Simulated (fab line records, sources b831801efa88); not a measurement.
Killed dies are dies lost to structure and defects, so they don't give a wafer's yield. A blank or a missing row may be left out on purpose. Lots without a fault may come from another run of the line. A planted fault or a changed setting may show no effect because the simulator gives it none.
fab line records | flow gf180mcu
record lots=15 wafers=45 last_day=34
route steps=602 shown MIM@523 TOP_METAL@569
lots that met no fault: from a run of the same line without faults
start_h: hours from the record's first day to the start of the lot's first wafer shown | wait_h: hours since the lot's step before | " the same as in the row above | L1.1+2: a row that stands for several wafers | - no value, or no start given | * or withheld: withheld | < > ~ a bound
route shown NAME@n: a module of which the file shows steps, and the number in the route of the first | usual: mean/standard deviation of fault-free wafers | same: alike in all rows | chamber/n: place in a boat | sites: the reading at each site | _std_site: their standard deviation | _edge_site: outer sites' mean less inner sites' | radius_mm: how far each site lies from the wafer's centre | mask NAME#n: copy n | behind: the tool/chamber that last shaped the wafer | hold: why the lot was held/for how many hours/how that ended | device: the transistor (n, p or np) that didn't switch | end of line: the same wafers' tests at the end of the route | a step without rows: its recipe alone | killed: dies lost to structure and defects at the first sort, not the wafer's yield | map: a wafer's dies, x killed, . not, _ none there
set.NAME: the setting as run; set.NAME@STEP: as run at that earlier step | model.NAME: the simulator's own value behind a step, which no gauge read
steps of the route over a sample of lots; a table a step, a row a wafer
services: from which hour (start_h, from the record's first day; less than 0 if before it) a tool's chamber was out of use, for how many hours, and why
## steps
# step GF_MIM_STRIP_20
# recipe chemistry=O2/N2 power_w=1400 pressure_mtorr=1500 platen_temp_c=250 o2_flow_sccm=3000 n2_flow_sccm=300 overash_fraction=0.5
# usual drypump_motor_current_A=5.81/0.22 heater_power_w=338/19 oes_product_au=0.691/0.0051 platen_temp_c=249.97/0.17 strip_time_to_endpoint_s=11.22/0.047
# columns lot.wafer tool chamber start_h wait_h drypump_motor_current_A heater_power_w oes_product_au platen_temp_c rf_hours_counter_h strip_time_to_endpoint_s
L979.1 plasma_asher-04 0 587.77 0.0 5.71 346 0.696 250.20 83 11.19
L979.3 " 0 " " 5.72 354 0.692 249.98 - 11.16
L979.6 " 0 " " 5.72 346 0.686 250.17 - 11.19
L981.1 plasma_asher-03 1 605.06 0.1 6.03 331 0.699 249.53 21 11.31
L981.3 " 1 " " 6.04 335 0.685 249.83 - 11.26
L981.5 " 1 " " 6.03 333 0.694 249.86 - 11.27
L982.2 plasma_asher-02 1 611.69 0.1 6.18 373 0.688 249.79 44 11.26
L982.3 " 1 " " 6.19 383 0.691 250.09 - 11.25
L982.4 " 0 " " 5.53 314 0.701 249.78 - 11.28
L983.3 plasma_asher-04 0 616.70 0.1 5.72 349 0.686 249.95 - 11.22
L983.4 " 1 " " 5.93 325 0.691 250.06 - 11.23
L983.6 " 1 " " 5.94 325 0.688 250.10 - 11.26
L984.2 plasma_asher-03 1 630.61 0.0 6.04 341 0.688 249.78 23 11.17
L984.5 " 1 " " 6.05 334 0.691 249.96 - 11.16
L984.6 " 0 " " 5.48 342 0.702 250.15 - 11.22
L985.1 plasma_asher-04 1 636.62 0.0 5.94 329 0.694 249.78 88 11.24
L985.3 " 1 " " 5.97 317 0.690 249.96 - 11.24
L985.5 " 1 " " 5.94 317 0.700 249.83 - 11.22
L987.4 plasma_asher-04 0 652.35 0.1 5.72 352 0.683 249.75 - 11.18
L987.5 " 1 " " 5.88 326 0.690 249.99 - 11.23
L987.6 " 0 " " 5.74 344 0.697 249.81 - 11.24
L988.1 plasma_asher-04 1 658.67 0.0 5.97 324 0.689 250.20 91 11.16
L988.2 " 0 " " 5.70 343 0.688 249.81 91 11.20
L988.5 " 1 " " 5.92 331 0.696 249.93 - 11.16
L992.1 plasma_asher-04 1 684.11 0.0 5.91 319 0.700 249.93 91 11.22
L992.3 " 0 " " 5.72 350 0.694 249.87 - 11.25
L992.4 " 1 " " 5.93 308 0.685 250.06 - 11.27
L994.3 plasma_asher-04 0 701.80 0.1 5.72 345 0.679 249.97 - 11.21
L994.4 " 1 " " 5.93 332 0.691 250.08 - 11.22
L994.6 " 0 " " 5.72 350 0.695 250.05 - 11.19
L995.3 plasma_asher-03 1 707.10 0.1 6.02 343 0.684 250.00 - 11.14
L995.5 " 1 " " 6.07 339 0.689 249.89 - 11.07
L995.6 " 0 " " 5.47 333 0.691 250.29 - 11.10
L996.1 plasma_asher-04 0 712.56 0.0 5.73 339 0.694 249.85 94 11.16
L996.3 " 1 " " 5.89 326 0.689 249.77 - 11.14
L996.4 " 0 " " 5.71 349 0.685 250.00 - 11.13
L999.1 plasma_asher-04 0 731.46 0.0 5.74 347 0.686 249.88 96 11.15
L999.4 " 0 " " 5.73 343 0.684 249.93 - 11.16
L999.6 " 0 " " 5.74 351 0.691 250.02 - 11.18
L101.1 plasma_asher-03 0 740.92 0.0 5.46 332 0.687 249.84 35 11.21
L101.5 " 0 " " 5.46 338 0.691 249.95 - 11.23
L101.6 " 1 " " 6.03 341 0.685 249.98 - 11.19
L102.2 plasma_asher-04 1 746.96 0.0 5.97 324 0.703 249.97 98 11.22
L102.3 " 0 " " 5.72 337 0.691 250.11 - 11.21
L102.4 " 1 " " 5.95 325 0.692 250.02 - 11.19
# step GF_TOP_METAL_SPUTTER_02
# recipe material=AlCu target_thk_nm=900 power_w=10600 chamber_pressure_pa=0.3 substrate_temp_c=250 gas=Ar time_s=47.82
# usual throttle_valve_pct=29.6/0.79
# columns lot.wafer tool chamber start_h wait_h throttle_valve_pct
L979.1 pvd_sputter-02 - 633.36 0.0 27.9
L979.3 " - " " 29.8
L979.6 " - " " 29.8
L981.1 pvd_sputter-04 - 650.13 0.0 30.1
L981.3 " - " " 29.4
L981.5 " - " " 29.6
L982.2 pvd_sputter-02 - 654.71 0.0 28.0
L982.3 " - " " 29.5
L982.4 " - " " 30.2
L983.3 pvd_sputter-02 - 659.36 0.0 29.7
L983.4 " - " " 27.9
L983.6 " - " " 30.1
L984.2 pvd_sputter-01 - 673.88 0.0 28.9
L984.5 " - " " 29.0
L984.6 " - " " 27.7
L985.1 pvd_sputter-01 - 679.03 0.0 29.1
L985.3 " - " " 29.8
L985.5 " - " " 29.4
L987.4 pvd_sputter-04 - 694.40 0.0 29.8
L987.5 " - " " 29.8
L987.6 " - " " 29.8
L988.1 pvd_sputter-01 - 699.76 0.0 29.4
L988.2 " - " " 27.9
L988.5 " - " " 28.0
L992.1 pvd_sputter-04 - 724.63 0.0 29.6
L992.3 " - " " 29.7
L992.4 " - " " 30.0
L994.3 pvd_sputter-01 - 740.88 0.0 29.0
L994.4 " - " " 29.2
L994.6 " - " " 29.1
L995.3 pvd_sputter-02 - 749.24 0.0 30.3
L995.5 " - " " 30.0
L995.6 " - " " 30.0
L996.1 pvd_sputter-04 - 751.34 0.0 30.8
L996.3 " - " " 29.5
L996.4 " - " " 30.0
L999.1 pvd_sputter-02 - 769.51 0.0 30.0
L999.4 " - " " 29.4
L999.6 " - " " 29.8
L101.1 pvd_sputter-04 - 775.78 0.0 31.0
L101.5 " - " " 29.8
L101.6 " - " " 29.7
L102.2 pvd_sputter-04 - 781.64 0.0 31.0
L102.3 " - " " 29.7
L102.4 " - " " 29.8
# step GF_TOP_METAL_EXPOSE_11
# recipe mask_id=MetalTop target_cd_nm=440 na=0.6 source_shape=conventional sigma_outer=0.6 dose_mj=170
# usual exposure_dose_mJ_cm2=170.02/0.13 focus_offset_nm=-0.2/0.55
# columns lot.wafer tool chamber start_h wait_h mask exposure_dose_mJ_cm2 focus_offset_nm
L979.1 iline_stepper-01 0 643.29 - MetalTop#0 169.89 -0.2
L979.3 " 0 " " MetalTop#0 170.00 -1.0
L979.6 " 0 " " MetalTop#0 170.21 0.1
L981.1 iline_stepper-01 0 660.12 - MetalTop#0 169.88 0.0
L981.3 " 0 " " MetalTop#0 169.73 -0.1
L981.5 " 0 " " MetalTop#0 170.08 0.0
L982.2 iline_stepper-01 0 664.43 - MetalTop#0 169.88 0.2
L982.3 " 0 " " MetalTop#0 170.13 -0.1
L982.4 " 0 " " MetalTop#0 169.99 0.3
L983.3 iline_stepper-01 0 669.53 - MetalTop#0 169.94 -0.9
L983.4 " 0 " " MetalTop#0 169.84 -0.1
L983.6 " 0 " " MetalTop#0 169.79 -1.1
L984.2 iline_stepper-02 0 684.26 - MetalTop#0 170.18 0.5
L984.5 " 0 " " MetalTop#0 170.07 -0.4
L984.6 " 0 " " MetalTop#0 170.04 -0.4
L985.1 iline_stepper-02 0 688.54 - MetalTop#0 169.87 -0.5
L985.3 " 0 " " MetalTop#0 169.87 -0.4
L985.5 " 0 " " MetalTop#0 169.97 -0.6
L987.4 iline_stepper-02 0 703.93 - MetalTop#0 170.08 -1.0
L987.5 " 0 " " MetalTop#0 169.89 0.5
L987.6 " 0 " " MetalTop#0 169.95 -0.2
L988.1 iline_stepper-01 0 709.14 - MetalTop#0 170.05 0.5
L988.2 " 0 " " MetalTop#0 169.95 0.5
L988.5 " 0 " " MetalTop#0 169.88 -0.1
L992.1 iline_stepper-02 0 733.27 - MetalTop#0 169.89 0.5
L992.3 " 0 " " MetalTop#0 170.25 0.0
L992.4 " 0 " " MetalTop#0 170.04 -0.2
L994.3 iline_stepper-01 - 749.78 - MetalTop#0 - -
L994.4 " - " " MetalTop#0 - -
L994.6 " - " " MetalTop#0 - -
L995.3 iline_stepper-02 - 756.66 - MetalTop#0 - -
L995.5 " - " " MetalTop#0 - -
L995.6 " - " " MetalTop#0 - -
L996.1 iline_stepper-02 - 759.79 - MetalTop#0 - -
L996.3 " - " " MetalTop#0 - -
L996.4 " - " " MetalTop#0 - -
L999.1 iline_stepper-01 0 777.64 - MetalTop#0 170.16 -0.4
L999.4 " 0 " " MetalTop#0 170.14 -0.6
L999.6 " 0 " " MetalTop#0 170.19 -0.4
L101.1 iline_stepper-02 0 784.24 - MetalTop#0 169.74 -0.6
L101.5 " 0 " " MetalTop#0 170.02 0.3
L101.6 " 0 " " MetalTop#0 169.87 -1.4
L102.2 iline_stepper-01 0 789.76 - MetalTop#0 170.01 0.3
L102.3 " 0 " " MetalTop#0 169.94 -0.2
L102.4 " 0 " " MetalTop#0 169.85 -0.7
# step GF_TOP_METAL_CD_MEAS_14
# recipe target_cd_nm=440
# usual cd_nm=440.1/2.5
# columns lot.wafer tool chamber start_h wait_h cd_nm
L979.1 cd_sem-02 - 653.26 0.1 440.1
L979.3 " - " " 438.8
L979.6 " - " " 437.7
L981.1 cd_sem-01 - 669.74 0.1 438.2
L981.3 " - " " 438.9
L981.5 " - " " 441.1
L982.2 cd_sem-02 - 674.16 0.1 441.5
L982.3 " - " " 440.8
L982.4 " - " " 439.6
L983.3 cd_sem-02 - 679.18 0.1 441.3
L983.4 " - " " 443.2
L983.6 " - " " 443.7
L984.2 cd_sem-01 - 693.33 0.1 444.1
L984.5 " - " " 440.8
L984.6 " - " " 443.3
L985.1 cd_sem-02 - 697.36 0.1 440.8
L985.3 " - " " 442.5
L985.5 " - " " 442.0
L987.4 cd_sem-02 - 711.97 0.1 441.3
L987.5 " - " " 439.7
L987.6 " - " " 442.2
L988.1 cd_sem-01 - 717.49 0.1 437.1
L988.2 " - " " 435.1
L988.5 " - " " 433.7
L992.1 cd_sem-01 - 741.81 0.1 441.0
L992.3 " - " " 438.7
L992.4 " - " " 439.4
L994.3 cd_sem-01 - 757.25 0.1 -
L994.4 " - " " -
L994.6 " - " " -
L995.3 cd_sem-02 - 765.40 0.1 -
L995.5 " - " " -
L995.6 " - " " -
L996.1 cd_sem-02 - 768.09 0.1 -
L996.3 " - " " -
L996.4 " - " " -
L999.1 cd_sem-02 - 785.81 0.2 442.3
L999.4 " - " " 441.7
L999.6 " - " " 442.0
L101.1 cd_sem-02 - 790.79 0.1 441.7
L101.5 " - " " 440.5
L101.6 " - " " 440.4
L102.2 cd_sem-02 - 797.21 0.1 441.8
L102.3 " - " " 442.5
L102.4 " - " " 444.5
## services
# columns tool chamber start_h hours kind
iline_stepper-02 - 590.94 1.7 pm
iline_stepper-01 - 591.06 9.0 repair
plasma_asher-04 - 602.20 4.0 repair
pvd_sputter-01 - 602.63 1.8 repair
plasma_asher-03 - 606.37 6.5 repair
pvd_sputter-04 - 611.63 0.7 repair
plasma_asher-04 - 664.08 19.8 repair
iline_stepper-01 - 674.55 2.1 pm
iline_stepper-01 - 676.63 - consumable_replace:lamp
iline_stepper-01 - 680.15 13.4 repair
plasma_asher-03 - 687.91 2.7 repair
pvd_sputter-01 - 689.62 0.5 repair
iline_stepper-01 - 735.07 5.1 repair
plasma_asher-03 - 746.82 2.5 repair
pvd_sputter-01 - 769.69 7.7 repair
plasma_asher-03 - 771.26 6.9 repair
iline_stepper-01 - 771.54 1.7 pm
plasma_asher-03 - 776.06 1.4 repair
## key
first_sign step=GF_TOP_METAL_EXPOSE_11 reading=tool_record direction=missing
effect none on later readings
met_at GF_TOP_METAL_EXPOSE_11
struck_lots L994,L995,L996
later_rows_left_out L994.3,L994.4,L994.6,L995.3,L995.5,L995.6,L996.1,L996.3,L996.4
sort_left_out L994.3,L994.4,L994.6,L995.3,L995.5,L995.6,L996.1,L996.3,L996.4
not_acting_at GF_MIM_STRIP_20,GF_TOP_METAL_SPUTTER_02,GF_TOP_METAL_CD_MEAS_14
onset_between 733.27 749.78
fault kind=skipped_step_whole tool=iline_stepper-01,iline_stepper-02 chamber=- onset_h=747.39 steps=GF_TOP_METAL_EXPOSE_11 scope=struck_lots_only
# sort_left_out: the simulated sort isn't trusted on such a fault, so these wafers' sort isn't shown, and their yield isn't known
# later_rows_left_out: the simulator's readings of these wafers behind a module that went badly wrong aren't trusted and aren't shown, but for the sort
